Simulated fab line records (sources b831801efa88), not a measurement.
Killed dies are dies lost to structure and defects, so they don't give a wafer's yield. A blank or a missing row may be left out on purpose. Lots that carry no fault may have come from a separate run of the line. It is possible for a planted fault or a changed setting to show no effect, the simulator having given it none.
A lot that was struck, set against a sound lot ; flow sky130 ; 15 out of 708 route steps
Sound: wafers L293.2, L293.4, L293.5. Struck: wafers L306.3, L306.5 (left out: L306.1, a lot-mate that was not struck); the cause follows at the end.
For every step that has rows: the tool of each side, followed by ch and its chambers, followed by its first start. Under that, the readings that differ: sound wafers ; struck wafers ; difference of the means ; sigmas: that difference in standard deviations of wafers without a fault.
alike: readings whose means differ by less than 2 such deviations, and words and numbers that are the same on both sides. not compared: withheld readings, readings that some wafer has no value for, bounds like >300 that may hide the same value, and numbers for which the record gives no deviation and whose values overlap.
The two part at a step that has a row with sigmas, a row that says differs or no value, or rows on one side only. Numbers that don't overlap but have no deviation are shown without sigmas and don't part them. A reading missing from all wafers of one side parts the sides only when that side holds two or more wafers.

first, 1 step without rows for these wafers: SKY_VIA4_DEVELOP_10 (develop time 60 s).
SKY_VIA4_OVL_MEAS_11:
  sound on overlay-02 at day 45 12:37; struck on overlay-02 at day 47 20:04
  alike: VIA4_OVL
SKY_VIA4_ETCH_12: etches SiO2 in C4F8/O2/Ar, stops on TiN, target depth 580 nm.
  sound on rie_diel-04 ch 1,3, day 45 12:38; struck on rie_diel-02 ch 0,1, day 47 20:05
  alike: oes_product_au
SKY_VIA4_STRIP_13: strips in O2/N2.
  sound on plasma_asher-03 ch 0,1, day 45 12:43; struck on plasma_asher-04 ch 1, day 47 20:10
  alike: drypump_motor_current_A, oes_product_au, strip_time_to_endpoint_s
  not compared: rf_hours_counter_h
then, 4 steps without rows for these wafers: SKY_VIA4_STRIP_14 (strips in post etch residue remover, time 1200 s); SKY_VIA4_CLEAN_15 (cleans in IPA, time 180 s); SKY_VIA4_CLEAN_16 (cleans in O3/DIW); SKY_VIA4_SPUTTER_17 (material TiN, target thk 20 nm, time 80 s).
SKY_VIA4_CVD_18: deposits W, target thk 505 nm, time 152.14 s.
  sound on cvd_w-01 ch 1, day 45 13:22; struck on cvd_w-02 ch 0,1, day 47 20:49
reading;sound;struck;difference;sigmas
heater_power_w (W);846 852 846;965 1023;+146;+3
SKY_VIA4_RS_MEAS_19: measures by four-point-probe.
  sound on film_metro-03 at day 45 13:32; struck on film_metro-03 at day 47 20:58
  alike: VIA4_W_RS
SKY_VIA4_THK_MEAS_20: measures by xrf.
  sound on film_metro-03 at day 45 13:39; struck on film_metro-03 at day 47 21:05
  alike: VIA4_W_THK
SKY_VIA4_CMP_21: polishes, stops on SiO2, t overpolish 25 s, target thk 0 nm.
  sound on cmp-02 ch 2,3, day 45 13:47; struck on cmp-02 ch 0,1, day 47 21:09
  alike: motor_current_A, overpolish_run_s, time_to_endpoint_s
SKY_METAL5_SPUTTER_00: material Ti, target thk 15 nm, time 10 s.
  sound on pvd_sputter-02 at day 45 14:05; struck on pvd_sputter-04 at day 47 21:28
reading;sound;struck;difference;sigmas
model.Ti_of_METAL5_SPUTTER_00.thk_nm (nm);15.22 15.04 14.77;26.34 26.38;+11.35;
  alike: throttle_valve_pct
SKY_METAL5_SPUTTER_01: material TiN, target thk 20 nm, time 16.7 s.
  sound on pvd_sputter-02 at day 45 14:06; struck on pvd_sputter-04 at day 47 21:29
  alike: throttle_valve_pct
-- the record jumps here: 2 days lie between the struck wafers' starts before and after (it left off in module METAL5 and takes up again in module PAD_OPEN, whose first step shown is number 708 of the route) --
SKY_PAD_OPEN_PROBE_99:
  rows exist in the record for the struck wafers here (prober-01, day 50 07:07), but not for the sound ones

WHERE THEY PART
At SKY_VIA4_CVD_18 first; at SKY_PAD_OPEN_PROBE_99 last (within this record only).

WHY: what the simulator had put in
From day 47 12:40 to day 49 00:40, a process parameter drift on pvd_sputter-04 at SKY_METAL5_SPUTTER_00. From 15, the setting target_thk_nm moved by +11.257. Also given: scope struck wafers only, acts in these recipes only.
